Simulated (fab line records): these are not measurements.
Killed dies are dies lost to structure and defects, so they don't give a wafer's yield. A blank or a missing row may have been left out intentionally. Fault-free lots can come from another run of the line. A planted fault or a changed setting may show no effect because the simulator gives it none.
Which tool did it? | flow gf180mcu | 18 wafers sampled from 6 lots at 1 step of a route of 602

== WHAT EACH GAUGE READ, for each wafer ==
GF_V4_THK_MEAS_03.
lot  | measured     | on            | V4_CVD_02_THK (nm)
L448 | day 24 13:00 | film metro-02 | 842 855 854
L452 | day 25 21:05 | film metro-01 | 837 846 856
L454 | day 26 12:56 | film metro-04 | 839 833 866
L456 | day 27 08:00 | film metro-01 | 850 844 869
L465 | day 29 15:11 | film metro-01 | 848 846 861
L467 | day 30 07:07 | film metro-04 | 829 837 868

== EACH LOT AND THE TOOL THAT RAN IT (in order: tool; ch and the chambers of the sampled wafers; start) ==
No process step before these readings appears in the record.

== THE ANSWER, worked out from the rows above alone ==
Rule: the usual values come from the lots themselves. The widest of any qualifying gaps counts: lots, ordered by their means at a reading, are off when they make up no more than a third of the lots, leave a main group of 4 or more, and stand apart from it by 3 or more times the standard deviation of that group's means. A main group is skipped when, at the precision printed for the reading in the tables above, its means are all equal. Also off: a lot with no number at a reading for which 4 or more lots have one. Where the step has rows for the other lots, those lots are counted as sound.
No lot is off on any of the readings shown, so nothing can be concluded from this.

== WHAT HAD BEEN PUT IN BY THE SIMULATOR ==
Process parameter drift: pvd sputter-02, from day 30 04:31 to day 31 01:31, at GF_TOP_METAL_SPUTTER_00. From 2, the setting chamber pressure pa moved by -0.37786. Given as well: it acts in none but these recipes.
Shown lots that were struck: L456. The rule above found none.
